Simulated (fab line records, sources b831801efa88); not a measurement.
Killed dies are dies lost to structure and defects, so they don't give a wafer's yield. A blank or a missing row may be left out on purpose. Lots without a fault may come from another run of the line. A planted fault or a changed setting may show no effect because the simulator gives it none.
Which tool did it? | flow sfq_line | 14 lots, 42 wafers sampled, at 4 steps of a route of 325

WHAT THE GAUGES READ, wafer by wafer
SFQ_I7_BOW_MEAS_946. Usual: I7_BOW 8 um, standard deviation 9.8.
lot  | measured     | on            | I7_BOW (um) | flag
L991 | day 64 02:08 | film_metro-01 | 3 1 12      |
L992 | day 64 12:10 | film_metro-03 | 4 4 -5      |
L994 | day 65 18:53 | film_metro-03 | -10 -15 -13 |
L998 | day 66 13:23 | film_metro-02 | 13 8 10     |
L100 | day 66 20:48 | film_metro-03 | 6 3 0       |
L102 | day 67 02:25 | film_metro-03 | 22 14 4     |
L103 | day 67 03:48 | film_metro-01 | 11 2 0      |
L105 | day 67 08:26 | film_metro-02 | 13 19 15    |
L109 | day 68 06:26 | film_metro-02 | 15 20 13    |
L110 | day 68 09:26 | film_metro-02 | -3 2 14     |
L111 | day 68 09:48 | film_metro-03 | 25 17 12    |
L112 | day 72 05:43 | film_metro-02 | -3 -4 -2    |
L113 | day 72 10:36 | film_metro-02 | 20 6 18     |
L114 | day 72 22:36 | film_metro-01 | 3 7 -1      |

WHICH TOOL RAN EACH LOT (tool, then ch and the chambers of the sampled wafers, then the start)
lot  | SFQ_TRILAYER_L0_VIA_ETCH_VIA_ETCH_016 | SFQ_TRILAYER_I1_DEP_PECVD_045   | SFQ_TRILAYER_I2_VIA_BARC_OPEN_VIA_ETCH_096
L991 | rie_diel-01 ch 1,2, day 5 00:08       | pecvd-01 ch 1,2, day 13 10:31   | rie_diel-02 ch 0,2, day 25 13:50
L992 | rie_diel-03 ch 2,3, day 5 03:44       | pecvd-02 ch 0,1,2, day 13 12:55 | rie_diel-02 ch 0,3, day 26 01:50
L994 | rie_diel-01 ch 2,3, day 5 15:44       | pecvd-02 ch 0,1,2, day 14 04:44 | rie_diel-04 ch 0,2,3, day 26 19:50
L998 | rie_diel-02 ch 0,2,3, day 7 02:17     | pecvd-04 ch 0,1, day 15 07:08   | rie_diel-03 ch 1,2, day 28 04:15
L100 | rie_diel-02 ch 1,2, day 7 17:07       | pecvd-02 ch 1,2, day 16 05:46   | rie_diel-03 ch 1,2,3, day 29 07:50
L102 | rie_diel-01 ch 1,3, day 8 05:07       | pecvd-02 ch 0,1, day 17 09:33   | rie_diel-03 ch 0,2, day 30 22:58
L103 | rie_diel-02 ch 0,1,2, day 8 06:19     | pecvd-01 ch 0,1,2, day 17 12:57 | rie_diel-03 ch 0,1,2, day 31 03:46
L105 | rie_diel-03 ch 1,3, day 9 01:26       | pecvd-01 ch 1,2, day 18 13:23   | rie_diel-04 ch 0,3, day 32 14:01
L109 | rie_diel-01 ch 1,3, day 10 00:14      | pecvd-04 ch 0,1, day 19 17:24   | rie_diel-02 ch 0,1,2, day 34 03:22
L110 | rie_diel-03 ch 0,1,2, day 10 06:20    | pecvd-02 ch 0,2, day 19 18:36   | rie_diel-03 ch 0,1,2, day 34 06:49
L111 | rie_diel-03 ch 1,2, day 10 12:25      | pecvd-04 ch 1,2, day 20 05:25   | rie_diel-04 ch 0,3, day 34 17:37
L112 | rie_diel-03 ch 0,2, day 10 18:25      | pecvd-01 ch 0,1,2, day 20 19:48 | rie_diel-03 ch 1,2, day 35 06:49
L113 | rie_diel-03 ch 0,2, day 10 23:13      | pecvd-02 ch 0,1,2, day 21 04:13 | rie_diel-03 ch 1,2, day 35 17:37
L114 | rie_diel-01 ch 0,1,2, day 11 05:58    | pecvd-01 ch 0,1,2, day 21 18:37 | rie_diel-04 ch 1,2,3, day 36 06:49
- SFQ_TRILAYER_L0_VIA_ETCH_VIA_ETCH_016: etches SiO2 in CHF3, stops on MoNx KI, target depth 80 nm.
- SFQ_TRILAYER_I1_DEP_PECVD_045: deposits SiO2 from SiH4/N2O, time 111.11 s, target thk 500 nm.
- SFQ_TRILAYER_I2_VIA_BARC_OPEN_VIA_ETCH_096: etches BARC in O2, target depth 125 nm, time 41.7 s.

WHAT THE TOOLS THEMSELVES READ (means of the sampled wafers that have a number; where no wafer has one, the mark that the record gives instead)
SFQ_TRILAYER_L0_VIA_ETCH_VIA_ETCH_016. Usual: drypump_motor_current_A 5.7 A, standard deviation 0.35; oes_product_au 0.842 a.u., standard deviation 0.0075.
lot  | tool        | drypump_motor_current_A (A) | oes_product_au (a.u.) | flag
L991 | rie_diel-01 | 5.4                         | 0.840                 |
L992 | rie_diel-03 | 5.7                         | 0.852                 |
L994 | rie_diel-01 | 5.5                         | 0.849                 |
L998 | rie_diel-02 | 5.9                         | 0.846                 |
L100 | rie_diel-02 | 5.7                         | 0.835                 |
L102 | rie_diel-01 | 5.3                         | 0.843                 |
L103 | rie_diel-02 | 5.6                         | 0.831                 |
L105 | rie_diel-03 | 5.7                         | 0.846                 |
L109 | rie_diel-01 | 5.3                         | 0.851                 |
L110 | rie_diel-03 | 5.6                         | 0.845                 |
L111 | rie_diel-03 | 5.5                         | 0.841                 |
L112 | rie_diel-03 | 5.7                         | 0.839                 |
L113 | rie_diel-03 | 5.8                         | 0.838                 |
L114 | rie_diel-01 | 5.4                         | 0.832                 |

SFQ_TRILAYER_I1_DEP_PECVD_045. Usual: chamber_pressure_Torr 2.401 Torr, standard deviation 0.0058; heater_power_outer_w 31 W, standard deviation 10; heater_power_w 83 W, standard deviation 16; throttle_valve_pct 25.1 %, standard deviation 0.9.
lot  | tool     | chamber_pressure_Torr (Torr) | heater_power_outer_w (W) | heater_power_w (W) | throttle_valve_pct (%) | flag
L991 | pecvd-01 | 2.400                        | 29                       | 76                 | 24.5                   |
L992 | pecvd-02 | 2.403                        | 36                       | 94                 | 25.4                   |
L994 | pecvd-02 | 2.398                        | 38                       | 97                 | 25.5                   |
L998 | pecvd-04 | 2.401                        | 32                       | 82                 | 25.0                   |
L100 | pecvd-02 | 2.403                        | 43                       | 107                | 25.6                   |
L102 | pecvd-02 | 2.406                        | 28                       | 80                 | 24.8                   |
L103 | pecvd-01 | 2.405                        | 29                       | 77                 | 25.3                   |
L105 | pecvd-01 | 2.404                        | 30                       | 78                 | 24.8                   |
L109 | pecvd-04 | 2.408                        | 29                       | 81                 | 25.5                   |
L110 | pecvd-02 | 2.398                        | 45                       | 109                | 25.8                   |
L111 | pecvd-04 | 2.406                        | 31                       | 78                 | 24.1                   |
L112 | pecvd-01 | 2.400                        | 29                       | 76                 | 25.4                   |
L113 | pecvd-02 | 2.402                        | 30                       | 84                 | 25.5                   |
L114 | pecvd-01 | 2.406                        | 27                       | 73                 | 25.3                   |

SFQ_TRILAYER_I2_VIA_BARC_OPEN_VIA_ETCH_096. Usual: drypump_motor_current_A 5.5 A, standard deviation 0.39; oes_product_au 0.685 a.u., standard deviation 0.005; run_length_s 70.0 s, standard deviation 0.48.
lot  | tool        | drypump_motor_current_A (A) | oes_product_au (a.u.) | run_length_s (s) | flag
L991 | rie_diel-02 | 5.9                         | 0.681                 | 70.4             |
L992 | rie_diel-02 | 5.8                         | 0.688                 | 70.5             |
L994 | rie_diel-04 | 5.0                         | 0.682                 | 69.9             |
L998 | rie_diel-03 | 5.5                         | 0.676                 | 69.7             |
L100 | rie_diel-03 | 5.7                         | 0.681                 | 69.6             |
L102 | rie_diel-03 | 5.7                         | 0.830                 | 61.7             | OFF
L103 | rie_diel-03 | 5.6                         | 0.749                 | 65.6             | OFF
L105 | rie_diel-04 | 4.9                         | 0.682                 | 69.6             |
L109 | rie_diel-02 | 5.6                         | 0.684                 | 70.3             |
L110 | rie_diel-03 | 5.6                         | 0.689                 | 69.7             |
L111 | rie_diel-04 | 5.0                         | 0.684                 | 69.8             |
L112 | rie_diel-03 | 5.5                         | 0.680                 | 70.0             |
L113 | rie_diel-03 | 5.5                         | 0.682                 | 69.5             |
L114 | rie_diel-04 | 5.4                         | 0.688                 | 70.0             |

THE ANSWER, worked out from the rows above alone
Rule: a lot is off if the mean of its wafers that have a number lies more than 3 standard deviations from the usual mean. A lot without any number at a reading at which 4 lots or more have one is off too. The other lots that the step has rows for count as sound. The gauges are gone through in route order, then the tools' own readings, and for those a lot's mean is taken as printed above. The first step at which some lot is off is used, and at that step the reading that is off furthest; a lot without a number counts as furthest.
Off: L102, L103, at SFQ_TRILAYER_I2_VIA_BARC_OPEN_VIA_ETCH_096 (oes_product_au).
A tool fits if, at that step or a process step before it, it ran every lot that is off, and no sound lot after the first of them. None of those tried fits.

WHAT THE SIMULATOR HAD PUT IN
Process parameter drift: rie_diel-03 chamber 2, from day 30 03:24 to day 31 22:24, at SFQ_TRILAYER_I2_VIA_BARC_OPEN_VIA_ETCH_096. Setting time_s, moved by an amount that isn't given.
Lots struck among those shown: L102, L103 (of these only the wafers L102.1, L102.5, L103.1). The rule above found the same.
